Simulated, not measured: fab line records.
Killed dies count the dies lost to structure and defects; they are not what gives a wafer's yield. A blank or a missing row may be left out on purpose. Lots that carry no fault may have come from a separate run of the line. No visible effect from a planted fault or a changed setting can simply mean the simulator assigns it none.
fab line records -- flow sky130 -- part 2 of 2: steps 22 to 29 of 29
record: lots: 5, wafers: 15, last-day: 49
route steps=708 shown VT_ADJUST_HVTP@88 VT_ADJUST_LVTN@97
lots that met no fault: from a run of the same line without faults
start-h: start of the lot's first displayed wafer, in hours after the record's first day -- wait-h: hours since the lot's step before -- " same as the row above -- L1.1+2: one row covering several wafers at once -- - no value present, or no start provided -- * or withheld: withheld -- < > ~ a bound
route shown NAME@n: NAME is a module with steps in the file, n the number in the route of the first one -- usual: average and standard deviation across the fault-free wafers -- same: alike in all rows -- chamber/n: place in a boat -- sites: the reading at each site -- _std_site: their standard deviation -- _edge_site: mean of outer sites minus mean of inner sites -- radius-mm: for every site, how far away it sits from the centre of the wafer -- mask NAME#n: copy n -- behind: the tool/chamber that last shaped the wafer -- hold: reason for holding the lot/hours on hold/outcome of the hold -- device: transistor that didn't switch, given as n, p or np -- end of line: at the end of the route, the tests of the same wafers -- for a step that has no rows: nothing shown but its recipe -- killed: dies that structure and defects cost at the first sort, which is not the same as the wafer's yield -- map: a wafer's dies, marking killed ones x, the rest . and places with no die _
set.NAME: the setting as run; set.NAME@STEP: as run at that earlier step -- model.NAME: the simulator's own value behind a step, which no gauge read
lots seen at some steps along the route; tables by step, rows by wafer
services: from which hour (start-h, from the record's first day; less than 0 if before it) a tool's chamber was out of use, for how many hours, and why
== steps ==
step: SKY_VT_ADJUST_LVTN_HMDS_12
recipe: prime-time-s: 60, prime-temp-c: 120
usual: chill-plate-temp-C: 23.00/0.12, exhaust-pa: 44.7/0.93
lot.wafer,tool,chamber,start-h,wait-h,chill-plate-temp-C,exhaust-pa
L074.1,litho-track-04,0,154.92,0.1,23.02,44.5
L074.2,litho-track-04,0,154.92,0.1,22.99,46.3
L074.4,litho-track-04,0,154.92,0.1,23.12,45.0
L077.2,litho-track-04,0,167.80,0.1,23.03,45.5
L077.3,litho-track-04,0,167.80,0.1,22.95,46.1
L077.5,litho-track-04,0,167.80,0.1,22.98,46.7
L090.4,litho-track-01,0,259.32,0.1,23.16,44.0
L090.5,litho-track-01,0,259.32,0.1,23.04,42.9
L090.6,litho-track-01,0,259.32,0.1,23.00,43.8
L093.1,litho-track-04,0,280.17,0.1,22.76,44.2
L093.5,litho-track-04,0,280.17,0.1,22.74,43.9
L093.6,litho-track-04,0,280.17,0.1,22.84,42.6
L094.2,litho-track-02,0,284.82,0.1,23.22,45.7
L094.3,litho-track-02,0,284.82,0.1,23.16,44.9
L094.5,litho-track-02,0,284.82,0.1,23.04,45.6
step: SKY_VT_ADJUST_LVTN_COAT_13
recipe: resist: NOVOLAK, spin-rpm: 3000, resist-thk-nm: 1140
usual: chill-plate-temp-C: 23.01/0.088, exhaust-pa: 44.9/0.93
lot.wafer,tool,chamber,start-h,wait-h,chill-plate-temp-C,exhaust-pa
L074.1,litho-track-04,0,155.07,0.1,22.99,44.9
L074.2,litho-track-04,0,155.07,0.1,23.00,45.4
L074.4,litho-track-04,0,155.07,0.1,22.98,45.0
L077.2,litho-track-04,0,167.95,0.1,23.13,44.4
L077.3,litho-track-04,0,167.95,0.1,22.91,44.2
L077.5,litho-track-04,0,167.95,0.1,22.96,45.8
L090.4,litho-track-01,0,259.47,0.1,22.88,45.6
L090.5,litho-track-01,0,259.47,0.1,22.90,45.2
L090.6,litho-track-01,0,259.47,0.1,22.98,44.9
L093.1,litho-track-04,0,280.32,0.1,23.10,44.6
L093.5,litho-track-04,0,280.32,0.1,23.13,44.0
L093.6,litho-track-04,0,280.32,0.1,23.11,46.4
L094.2,litho-track-02,0,284.97,0.1,22.90,44.7
L094.3,litho-track-02,0,284.97,0.1,23.06,44.7
L094.5,litho-track-02,0,284.97,0.1,22.97,44.2
step: SKY_VT_ADJUST_LVTN_SOFTBAKE_14
recipe: temp-c: 90, time-s: 60, resist: NOVOLAK
usual: chill-plate-temp-C: 23.01/0.11, exhaust-pa: 45.3/0.75
lot.wafer,tool,chamber,start-h,wait-h,chill-plate-temp-C,exhaust-pa
L074.1,litho-track-04,0,155.22,0.1,23.03,45.7
L074.2,litho-track-04,0,155.22,0.1,22.94,44.4
L074.4,litho-track-04,0,155.22,0.1,23.10,44.8
L077.2,litho-track-04,0,168.10,0.1,22.98,45.8
L077.3,litho-track-04,0,168.10,0.1,23.12,45.5
L077.5,litho-track-04,0,168.10,0.1,23.04,44.8
L090.4,litho-track-01,0,259.62,0.1,23.14,45.7
L090.5,litho-track-01,0,259.62,0.1,23.05,46.1
L090.6,litho-track-01,0,259.62,0.1,23.11,46.9
L093.1,litho-track-04,0,280.47,0.1,23.12,45.4
L093.5,litho-track-04,0,280.47,0.1,23.12,44.4
L093.6,litho-track-04,0,280.47,0.1,23.16,45.9
L094.2,litho-track-02,0,285.12,0.1,22.99,45.6
L094.3,litho-track-02,0,285.12,0.1,22.98,45.6
L094.5,litho-track-02,0,285.12,0.1,23.04,44.9
step: SKY_VT_ADJUST_LVTN_EXPOSE_15
recipe: mask-id: HVN_STD_DERIVED, na: 0.6, source-shape: conventional, sigma-outer: 0.6, polarization: unpolarized, target-cd-nm: 600, dose-mj: 163
usual: reticle-temp-C: 23.02/0.097, stage-vel-mm-s: 500.03/0.23
lot.wafer,tool,chamber,start-h,wait-h,mask,reticle-temp-C,stage-vel-mm-s
L074.1,iline-stepper-02,0,-,-,HVN_STD_DERIVED#0,23.14,500.11
L074.2,iline-stepper-02,0,-,-,HVN_STD_DERIVED#0,23.09,500.12
L074.4,iline-stepper-02,0,-,-,HVN_STD_DERIVED#0,23.03,499.85
L077.2,iline-stepper-02,0,-,-,HVN_STD_DERIVED#0,23.11,499.92
L077.3,iline-stepper-02,0,-,-,HVN_STD_DERIVED#0,22.99,499.63
L077.5,iline-stepper-02,0,-,-,HVN_STD_DERIVED#0,22.95,499.92
L090.4,iline-stepper-02,0,-,-,HVN_STD_DERIVED#0,23.00,500.19
L090.5,iline-stepper-02,0,-,-,HVN_STD_DERIVED#0,23.01,499.81
L090.6,iline-stepper-02,0,-,-,HVN_STD_DERIVED#0,22.97,499.91
L093.1,iline-stepper-01,0,-,-,HVN_STD_DERIVED#0,22.88,499.49
L093.5,iline-stepper-01,0,-,-,HVN_STD_DERIVED#0,22.96,499.81
L093.6,iline-stepper-01,0,-,-,HVN_STD_DERIVED#0,23.02,499.81
L094.2,iline-stepper-01,0,-,-,HVN_STD_DERIVED#0,22.93,500.08
L094.3,iline-stepper-01,0,-,-,HVN_STD_DERIVED#0,22.84,499.89
L094.5,iline-stepper-01,0,-,-,HVN_STD_DERIVED#0,23.03,500.14
step: SKY_VT_ADJUST_LVTN_PEB_16
recipe: temp-c: withheld, time-s: *, resist: NOVOLAK
usual: chill-plate-temp-C: *, exhaust-pa: 44.9/0.97
lot.wafer,tool,chamber,start-h,wait-h,chill-plate-temp-C,exhaust-pa
L074.1,litho-track-04,0,-,-,*,44.3
L074.2,litho-track-04,0,-,-,*,44.1
L074.4,litho-track-04,0,-,-,*,44.7
L077.2,litho-track-01,0,-,-,*,45.8
L077.3,litho-track-01,0,-,-,*,46.4
L077.5,litho-track-01,0,-,-,*,44.3
L090.4,litho-track-02,0,-,-,*,44.7
L090.5,litho-track-02,0,-,-,*,44.5
L090.6,litho-track-02,0,-,-,*,46.2
L093.1,litho-track-04,0,-,-,*,44.7
L093.5,litho-track-04,0,-,-,*,44.1
L093.6,litho-track-04,0,-,-,*,44.5
L094.2,litho-track-02,0,-,-,*,43.4
L094.3,litho-track-02,0,-,-,*,45.5
L094.5,litho-track-02,0,-,-,*,44.7
step: SKY_VT_ADJUST_LVTN_DEVELOP_17
recipe: resist: NOVOLAK, developer: TMAH, develop-time-s: 60, dev-temp-c: 23
usual: chill-plate-temp-C: 23.01/0.11, exhaust-pa: 45.0/0.84
lot.wafer,tool,chamber,start-h,wait-h,chill-plate-temp-C,exhaust-pa
L074.1,litho-track-04,0,165.42,0.1,23.05,44.0
L074.2,litho-track-04,0,165.42,0.1,22.80,44.7
L074.4,litho-track-04,0,165.42,0.1,22.92,45.4
L077.2,litho-track-01,0,178.92,0.1,22.98,44.4
L077.3,litho-track-01,0,178.92,0.1,23.18,43.8
L077.5,litho-track-01,0,178.92,0.1,23.10,43.9
L090.4,litho-track-02,0,271.32,0.1,22.79,43.9
L090.5,litho-track-02,0,271.32,0.1,23.00,46.2
L090.6,litho-track-02,0,271.32,0.1,22.86,44.7
L093.1,litho-track-04,0,292.82,0.1,23.20,45.5
L093.5,litho-track-04,0,292.82,0.1,22.88,46.1
L093.6,litho-track-04,0,292.82,0.1,23.07,44.2
L094.2,litho-track-02,0,297.92,0.1,23.09,43.7
L094.3,litho-track-02,0,297.92,0.1,22.97,45.4
L094.5,litho-track-02,0,297.92,0.1,23.11,44.7
step: SKY_VT_ADJUST_LVTN_OVL_MEAS_18
usual: VT_ADJUST_LVTN_01_OVL: 0.9/1.5
lot.wafer,tool,chamber,start-h,wait-h,VT_ADJUST_LVTN_01_OVL[nm]
L074.1,overlay-01,-,165.57,0.1,-0.9
L074.2,overlay-01,-,165.57,0.1,0.5
L074.4,overlay-01,-,165.57,0.1,-1.2
L077.2,overlay-02,-,179.05,0.1,1.5
L077.3,overlay-02,-,179.05,0.1,1.7
L077.5,overlay-02,-,179.05,0.1,1.1
L090.4,overlay-02,-,271.41,0.1,-1.6
L090.5,overlay-02,-,271.41,0.1,0.1
L090.6,overlay-02,-,271.41,0.1,1.0
L093.1,overlay-02,-,292.97,0.1,2.8
L093.5,overlay-02,-,292.97,0.1,4.1
L093.6,overlay-02,-,292.97,0.1,-0.6
L094.2,overlay-02,-,298.05,0.1,-0.9
L094.3,overlay-02,-,298.05,0.1,0.3
L094.5,overlay-02,-,298.05,0.1,0.2
step: SKY_VT_ADJUST_LVTN_IMPLANT_19
recipe: species: B, energy-kev: 30, dose-cm2: 6.5e+11, tilt-deg: withheld
usual: beam-on-s: 10.00/0.19, faraday-current-uA: 3.66/0.068
lot.wafer,tool,chamber,start-h,wait-h,beam-on-s,faraday-current-uA
L074.1,implanter-03,0,165.61,0.0,9.71,3.77
L074.2,implanter-03,0,165.61,0.0,9.85,3.72
L074.4,implanter-03,0,165.61,0.0,10.03,3.65
L077.2,implanter-04,0,179.11,0.0,10.01,3.67
L077.3,implanter-04,0,179.11,0.0,9.96,3.68
L077.5,implanter-04,0,179.11,0.0,10.06,3.64
L090.4,implanter-03,0,271.50,0.1,10.07,3.66
L090.5,implanter-03,0,271.50,0.1,10.03,3.67
L090.6,implanter-03,0,271.50,0.1,10.02,3.66
L093.1,implanter-01,0,293.01,0.0,10.30,3.57
L093.5,implanter-01,0,293.01,0.0,9.99,3.67
L093.6,implanter-01,0,293.01,0.0,9.73,3.76
L094.2,implanter-04,0,298.10,0.0,9.61,3.80
L094.3,implanter-04,0,298.10,0.0,9.72,3.77
L094.5,implanter-04,0,298.10,0.0,10.03,3.68
== services ==
tool,chamber,start-h,hours,kind
plasma-asher-01,-,108.75,9.0,pm
implanter-04,-,109.16,4.5,pm
implanter-01,-,126.24,103.9,pm
plasma-asher-03,-,136.41,10.1,repair
iline-stepper-01,-,136.92,2.1,pm
plasma-asher-02,-,153.01,2.8,pm
plasma-asher-02,-,166.44,1.6,repair
iline-stepper-01,-,184.89,11.3,repair
implanter-04,-,184.97,1.8,pm
plasma-asher-04,-,193.66,5.1,repair
iline-stepper-02,-,196.21,1.7,pm
plasma-asher-03,-,214.73,5.4,repair
implanter-03,-,214.97,2.8,repair
implanter-03,-,229.22,2.8,repair
implanter-01,-,230.11,5.9,pm
implanter-04,-,241.23,9.9,repair
implanter-04,-,255.79,1.3,repair
plasma-asher-01,-,269.37,3.2,repair
implanter-01,-,271.46,4.7,repair
plasma-asher-04,-,285.30,14.6,pm
implanter-03,-,287.56,0.5,repair
iline-stepper-02,0,287.80,-,calibration
iline-stepper-01,-,287.80,1.7,pm
implanter-04,-,295.59,0.8,repair
